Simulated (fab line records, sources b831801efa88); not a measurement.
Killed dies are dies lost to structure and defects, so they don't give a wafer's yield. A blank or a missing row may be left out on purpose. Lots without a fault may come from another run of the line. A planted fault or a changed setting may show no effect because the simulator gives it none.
fab line records | flow sky130
record lots=13 wafers=39 last_day=50
route steps=708 shown VT_ADJUST_HVTP@96 SONOS_TUNNEL@165 LI_CONTACT@382 LOCAL_INTERCONNECT@400 PAD_OPEN@708
lots that met no fault: from a run of the same line without faults
start_h: hours from the record's first day to the start of the lot's first wafer shown | wait_h: hours since the lot's step before | " the same as in the row above | L1.1+2: a row that stands for several wafers | - no value, or no start given | * or withheld: withheld | < > ~ a bound
route shown NAME@n: a module of which the file shows steps, and the number in the route of the first | usual: mean/standard deviation of fault-free wafers | same: alike in all rows | chamber/n: place in a boat | sites: the reading at each site | _std_site: their standard deviation | _edge_site: outer sites' mean less inner sites' | radius_mm: how far each site lies from the wafer's centre | mask NAME#n: copy n | behind: the tool/chamber that last shaped the wafer | hold: why the lot was held/for how many hours/how that ended | device: the transistor (n, p or np) that didn't switch | end of line: the same wafers' tests at the end of the route | a step without rows: its recipe alone | killed: dies lost to structure and defects at the first sort, not the wafer's yield | map: a wafer's dies, x killed, . not, _ none there
set.NAME: the setting as run; set.NAME@STEP: as run at that earlier step | model.NAME: the simulator's own value behind a step, which no gauge read
steps of the route over a sample of lots; a table a step, a row a wafer
services: from which hour (start_h, from the record's first day; less than 0 if before it) a tool's chamber was out of use, for how many hours, and why
## steps
# step SKY_VT_ADJUST_HVTP_TW_MEAS_11
# usual VT_ADJUST_HVTP_TW=1371/12
# columns lot.wafer tool chamber start_h wait_h VT_ADJUST_HVTP_TW
L509.1 film_metro-01 - 123.61 0.1 1376
L509.2 " - " " 1372
L509.5 " - " " 1381
L510.1 film_metro-04 - 130.51 0.1 1358
L510.3 " - " " 1346
L510.6 " - " " 1355
L514.1 film_metro-02 - 154.02 0.1 1369
L514.2 " - " " 1364
L514.4 " - " " 1369
L516.2 film_metro-01 - 167.58 0.1 1379
L516.3 " - " " 1390
L516.6 " - " " 1379
L517.2 film_metro-04 - 173.80 0.1 1365
L517.5 " - " " 1359
L517.6 " - " " 1362
L524.1 film_metro-01 - 221.66 0.1 1374
L524.3 " - " " 1373
L524.6 " - " " 1378
L525.3 film_metro-02 - 222.58 0.1 1369
L525.4 " - " " 1373
L525.5 " - " " 1369
L527.1 film_metro-04 - 243.86 0.1 1362
L527.4 " - " " 1355
L527.6 " - " " 1364
L528.1 film_metro-01 - 245.02 0.1 1396
L528.3 " - " " 1393
L528.6 " - " " 1386
L529.2 film_metro-01 - 270.24 0.1 1393
L529.3 " - " " 1392
L529.5 " - " " 1389
L530.2 film_metro-04 - 280.63 0.1 1347
L530.4 " - " " 1360
L530.6 " - " " 1353
L532.2 film_metro-02 - 280.93 0.1 1370
L532.3 " - " " 1370
L532.5 " - " " 1369
L531.1 film_metro-04 - 281.81 0.1 1366
L531.2 " - " " 1357
L531.6 " - " " 1364
# step SKY_SONOS_TUNNEL_STRIP_11
# recipe chemistry=SPM time_s=600 temp_c=130
# usual bath_guard_temp_C=129.9/0.44 bath_heat_duty_pct=15.8/2
# columns lot.wafer tool chamber start_h wait_h bath_guard_temp_C bath_heat_duty_pct
L509.1 wet_bench-02 2 246.28 0.0 129.9 16.7
L509.2 " 2 " " 129.7 16.9
L509.5 " 2 " " 129.9 15.7
L510.1 wet_bench-01 0 255.60 0.0 130.0 11.8
L510.3 " 0 " " 130.2 13.5
L510.6 " 0 " " 130.1 12.6
L514.1 wet_bench-01 0 286.00 0.0 130.3 14.0
L514.2 " 0 " " 130.4 12.7
L514.4 " 0 " " 130.4 13.2
L516.2 wet_bench-01 0 304.29 0.0 130.2 12.6
L516.3 " 0 " " 130.8 12.1
L516.6 " 0 " " 130.4 11.9
L517.2 wet_bench-03 1 312.01 0.0 129.6 14.0
L517.5 " 1 " " 129.7 12.5
L517.6 " 1 " " 129.8 15.6
L524.1 wet_bench-03 2 371.29 0.0 - -
L524.3 " 2 " " - -
L524.6 " 2 " " - -
L525.3 wet_bench-01 1 375.41 0.0 - -
L525.4 " 1 " " - -
L525.5 " 1 " " - -
L527.1 wet_bench-02 2 398.44 0.0 130.2 15.9
L527.4 " 2 " " 129.8 17.1
L527.6 " 2 " " 130.1 15.3
L528.1 wet_bench-01 0 402.95 0.0 130.5 12.3
L528.3 " 0 " " 130.2 13.1
L528.6 " 0 " " 129.9 13.6
L529.2 wet_bench-01 1 434.66 0.0 129.9 16.5
L529.3 " 1 " " 129.9 16.1
L529.5 " 1 " " 129.6 15.8
L530.2 wet_bench-03 3 448.09 0.0 130.0 18.6
L530.4 " 3 " " 130.0 18.2
L530.6 " 3 " " 130.2 18.8
L532.2 wet_bench-03 3 449.34 0.0 130.0 19.1
L532.3 " 3 " " 129.6 19.0
L532.5 " 3 " " 130.2 19.9
L531.1 wet_bench-01 2 449.50 0.0 129.1 18.0
L531.2 " 2 " " 128.8 18.3
L531.6 " 2 " " 129.1 17.9
# step SKY_LI_CONTACT_SPUTTER_20
# recipe material=TiN target_thk_nm=20 chamber_pressure_pa=5 power_w=4000 time_s=80
# usual chamber_pressure_pa=4.999/0.01 throttle_valve_pct=29.6/0.87
# columns lot.wafer tool chamber start_h wait_h chamber_pressure_pa throttle_valve_pct
L509.1 pvd_sputter-02 - 670.52 0.0 5.009 29.2
L509.2 " - " " 4.987 30.3
L509.5 " - " " 5.003 30.5
L510.1 pvd_sputter-03 - 689.27 0.0 5.014 29.3
L510.3 " - " " 4.992 29.5
L510.6 " - " " 4.998 31.1
L514.1 pvd_sputter-02 - 719.45 0.0 4.998 29.3
L514.2 " - " " 5.008 30.3
L514.4 " - " " 5.006 29.6
L516.2 pvd_sputter-03 - 740.12 0.0 4.994 29.5
L516.3 " - " " 5.005 29.0
L516.6 " - " " 5.006 31.0
L517.2 pvd_sputter-01 - 746.97 0.0 5.006 30.2
L517.5 " - " " 5.012 29.1
L517.6 " - " " 4.992 29.4
L527.1 pvd_sputter-02 - 823.07 0.0 4.988 29.3
L527.4 " - " " 5.017 29.3
L527.6 " - " " 5.015 29.3
L528.1 pvd_sputter-02 - 825.73 0.0 4.994 30.3
L528.3 " - " " 4.996 29.5
L528.6 " - " " 4.990 29.1
L529.2 pvd_sputter-03 - 853.98 0.0 4.987 29.2
L529.3 " - " " 4.999 31.2
L529.5 " - " " 4.987 29.7
L532.2 pvd_sputter-01 - 865.86 0.0 4.990 27.6
L532.3 " - " " 4.991 29.7
L532.5 " - " " 4.985 27.4
L531.1 pvd_sputter-02 - 869.13 0.0 5.001 29.3
L531.2 " - " " 4.999 29.3
L531.6 " - " " 5.020 29.5
L530.2 pvd_sputter-03 - 870.81 0.0 5.004 29.1
L530.4 " - " " 5.003 28.9
L530.6 " - " " 4.982 31.2
# step SKY_LOCAL_INTERCONNECT_ETCH_13
# recipe chemistry=N2/H2 target=BARC ion_energy_ev=200 bias_w=100 pressure_mtorr=30 n2_flow_sccm=100 h2_flow_sccm=200 icp_w=500 stop_on=SiO2 time_s=45.9 target_depth_a=600
# usual drypump_motor_current_A=5.9/0.34 oes_product_au=0.855/0.0047 throttle_valve_pct=13.224/0.0079
# columns lot.wafer tool chamber start_h wait_h drypump_motor_current_A oes_product_au rf_hours_counter_h throttle_valve_pct
L509.1 rie_metal-03 1 699.41 0.0 6.0 0.850 1 13.221
L509.2 " 0 " " 5.8 0.854 4 13.220
L509.5 " 0 " " 5.8 0.858 - 13.231
L510.1 rie_metal-03 0 718.62 0.0 5.8 0.851 4 13.217
L510.3 " 0 " " 5.8 0.856 - 13.216
L510.6 " 1 " " 6.0 0.853 - 13.227
L514.1 rie_metal-01 0 747.73 0.0 5.2 0.859 14 13.227
L514.2 " 1 " " 6.5 0.850 2 13.223
L514.4 " 1 " " 6.5 0.855 - 13.232
L516.2 rie_metal-01 1 768.01 0.0 6.5 0.853 2 13.217
L516.3 " 0 " " 5.1 0.849 - 13.208
L516.6 " 1 " " 6.4 0.860 - 13.222
L517.2 rie_metal-02 0 774.48 0.0 5.9 0.852 4 13.224
L517.5 " 0 " " 5.9 0.850 - 13.229
L517.6 " 1 " " 6.1 0.852 - 13.208
L527.1 rie_metal-03 0 850.08 0.0 5.8 0.859 8 13.230
L527.4 " 0 " " 5.8 0.858 - 13.240
L527.6 " 1 " " 6.0 0.850 - 13.221
L528.1 rie_metal-03 1 852.26 0.0 6.0 0.854 6 13.225
L528.3 " 1 " " 6.0 0.851 - 13.222
L528.6 " 1 " " 6.1 0.854 - 13.211
L529.2 rie_metal-02 1 881.16 0.0 6.1 0.851 7 13.221
L529.3 " 1 " " 6.1 0.854 - 13.220
L529.5 " 1 " " 6.2 0.849 - 13.216
L532.2 rie_metal-03 0 892.11 0.0 5.8 0.859 10 13.233
L532.3 " 0 " " 5.8 0.853 - 13.225
L532.5 " 1 " " 6.0 0.853 - 13.223
L531.1 rie_metal-02 0 895.88 0.0 5.9 0.847 9 13.222
L531.2 " 1 " " 6.1 0.860 7 13.217
L531.6 " 1 " " 6.1 0.861 - 13.215
L530.2 rie_metal-03 0 897.66 0.0 5.9 0.863 10 13.232
L530.4 " 0 " " 5.8 0.857 - 13.242
L530.6 " 1 " " 6.0 0.857 - 13.226
# step SKY_PAD_OPEN_PROBE_99
# usual killed_at_M0_to_M3=42/6.6 killed_at_M4_up=3.1/1.9 killed_at_contacts=24/5.6 killed_at_front_end=15/4.8 killed_at_other=0.3/0.48 killed_dies=84/10 killed_on_rim=16/3.9 killed_open=47/6.8 killed_short=37/6.8
# same gross_dies=492 killed_at_back_side=0
# columns lot.wafer tool chamber start_h wait_h killed_at_M0_to_M3 killed_at_M4_up killed_at_contacts killed_at_front_end killed_at_other killed_dies killed_on_rim killed_open killed_short
L524.1 prober-02 - 1168.12 0.1 35 5 13 439 0 492 96 47 18
L524.3 prober-02 - 1168.22 0.2 48 2 20 422 0 492 96 41 49
L524.6 prober-02 - 1168.37 0.2 51 3 6 431 1 492 96 40 37
L525.3 prober-01 - 1168.59 0.2 47 2 22 420 1 492 96 48 35
L525.4 prober-01 - 1168.64 0.2 49 3 18 422 0 492 96 44 38
L525.5 prober-01 - 1168.69 0.2 53 1 18 420 0 492 96 45 40
# killed by level:class
L524.1 SONOS_ONO:area_oxidation=427 VIA1:geometric_particle:open=10 VIA3:geometric_particle:open=8 CONTACT:geometric_particle:open=5 FIELD_ISO:geometric_particle:open=4 POLY_GATE:geometric_particle:open=4 METAL2:geometric_particle:short=4 SPACER:geometric_particle:open=3
L524.3 SONOS_ONO:area_oxidation=402 VIA1:geometric_particle:open=10 FIELD_ISO:geometric_particle:open=8 CONTACT:geometric_particle:open=8 METAL2:geometric_particle:short=7 FIELD_ISO:geometric_particle:short=6 METAL1:geometric_particle:short=6 VIA1:geometric_particle:short=6
L524.6 SONOS_ONO:area_oxidation=415 VIA1:geometric_particle:open=13 VIA1:geometric_particle:short=7 METAL2:geometric_particle:short=7 METAL1:geometric_particle:short=6 VIA3:geometric_particle:short=6 VIA2:geometric_particle:open=5 SPACER:geometric_particle:short=5
L525.3 SONOS_ONO:area_oxidation=409 VIA1:geometric_particle:open=16 CONTACT:geometric_particle:open=9 VIA2:geometric_particle:open=9 VIA3:geometric_particle:short=6 CONTACT:geometric_particle:short=5 METAL1:geometric_particle:short=5 LI_CONTACT:geometric_particle:open=4
L525.4 SONOS_ONO:area_oxidation=410 CONTACT:geometric_particle:open=10 VIA1:geometric_particle:open=8 VIA1:geometric_particle:short=8 METAL1:geometric_particle:short=7 METAL2:geometric_particle:short=7 VIA2:geometric_particle:open=6 LI_CONTACT:geometric_particle:open=4
L525.5 SONOS_ONO:area_oxidation=407 VIA1:geometric_particle:open=12 METAL2:geometric_particle:short=8 VIA1:geometric_particle:short=8 VIA3:geometric_particle:open=8 CONTACT:geometric_particle:open=7 POLY_GATE:geometric_particle:open=5 METAL3:geometric_particle:short=5
## services
# columns tool chamber start_h hours kind
pvd_sputter-03 - 223.77 1.5 repair
pvd_sputter-03 - 228.75 7.4 repair
pvd_sputter-02 - 269.66 1.0 repair
pvd_sputter-02 - 274.27 8.2 repair
pvd_sputter-03 - 296.27 3.4 repair
rie_metal-03 - 296.56 2.8 pm
pvd_sputter-03 - 358.15 4.4 repair
rie_metal-03 0 366.87 1.7 repair
rie_metal-03 - 399.46 0.3 repair
pvd_sputter-02 - 420.21 1.6 repair
rie_metal-03 - 445.30 0.9 repair
wet_bench-01 - 450.04 3.1 repair
pvd_sputter-03 - 461.11 5.8 repair
wet_bench-01 - 477.57 4.3 repair
pvd_sputter-02 - 478.80 1.4 repair
pvd_sputter-03 - 495.77 2.5 repair
pvd_sputter-03 - 515.69 1.4 repair
pvd_sputter-03 - 634.70 5.5 repair
rie_metal-03 - 637.93 0.6 repair
pvd_sputter-03 - 785.43 3.6 repair
pvd_sputter-03 - 787.33 2.6 repair
rie_metal-03 - 831.47 5.8 repair
pvd_sputter-03 - 832.78 2.4 repair
pvd_sputter-02 - 838.63 0.8 repair
## key
first_sign step=SKY_SONOS_TUNNEL_STRIP_11 reading=tool_record direction=missing
effect step=SKY_PAD_OPEN_PROBE_99 reading=killed_at_front_end direction=up sigmas=86 usual=15 struck=426
more_kills_born_at SKY_SONOS_ONO_OXIDATION_00@furnace-02=2470
met_at SKY_SONOS_TUNNEL_STRIP_11
struck_lots L524,L525
later_rows_left_out L524.1,L524.3,L524.6,L525.3,L525.4,L525.5
tester_left_out L524,L525
not_acting_at SKY_VT_ADJUST_HVTP_TW_MEAS_11,SKY_LI_CONTACT_SPUTTER_20,SKY_LOCAL_INTERCONNECT_ETCH_13
onset_between 312.01 371.29
fault kind=skipped_step_whole tool=wet_bench-01,wet_bench-03 chamber=- onset_h=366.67 steps=SKY_SONOS_TUNNEL_STRIP_11 scope=struck_lots_only
# tester_left_out: of these lots the tester's yield and bins aren't shown, on N5 and GAA mostly nor the transistor test; their killed dies are dies lost to structure and defects alone, not to doping, threshold or leakage, so they don't give the yield
# later_rows_left_out: the simulator's readings of these wafers behind a module that went badly wrong aren't trusted and aren't shown, but for the sort
